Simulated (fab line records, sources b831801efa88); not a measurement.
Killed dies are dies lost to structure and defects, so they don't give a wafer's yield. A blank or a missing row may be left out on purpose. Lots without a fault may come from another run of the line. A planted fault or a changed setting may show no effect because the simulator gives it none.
Chamber matching | flow sfq_line | SFQ_TRILAYER_I1_CMP_CMP_046 on cmp-02: 4 sister chambers
The step polishes SiO2. 4 wafers are shown with their chamber, then 7 later ones without.

WAFERS WITH THEIR CHAMBER
wafer  | chamber | motor_current_A (A)
L142.5 | 1       | 10.3
L145.1 | 2       | 11.4
L146.1 | 3       | 10.8
L146.4 | 0       | 11.5

WAFERS WITHOUT THEIR CHAMBER
wafer  | motor_current_A (A)
L146.5 | 10.7
L147.2 | 11.3
L147.1 | 11.8
L147.6 | 11.1
L148.1 | 11.0
L148.4 | 9.5
L148.5 | 9.5

WHICH CHAMBER EACH WENT THROUGH
wafer  | from the rows above               | in truth
L146.5 | can't be placed: 3 or 1 or 2 or 0 | 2
L147.2 | can't be placed: 2 or 0 or 3 or 1 | 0
L147.1 | can't be placed: 0 or 2 or 3      | 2
L147.6 | can't be placed: 3 or 2 or 0 or 1 | 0
L148.1 | can't be placed: 3 or 2 or 0 or 1 | 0
L148.4 | can't be placed: 1 or 3           | 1
L148.5 | can't be placed: 1 or 3           | 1
Placed correctly: 0 of 7. Can't be placed from these rows: 7 (the true chamber is among the candidates in 7). Placed wrongly: 0.
How it was worked out, from the rows above alone: a wafer's distance from a chamber is the root of the sum, over the readings, of the square of ((its reading less the chamber's mean) divided by the reading's scatter). The wafer belongs to the nearest chamber; if the next one is less than 2 further off, it can't be placed. A chamber's mean is the mean of its shown wafers. The scatter: with one shown wafer a chamber, the root of the mean of the squares of how far each hidden wafer lies from its nearest shown one.
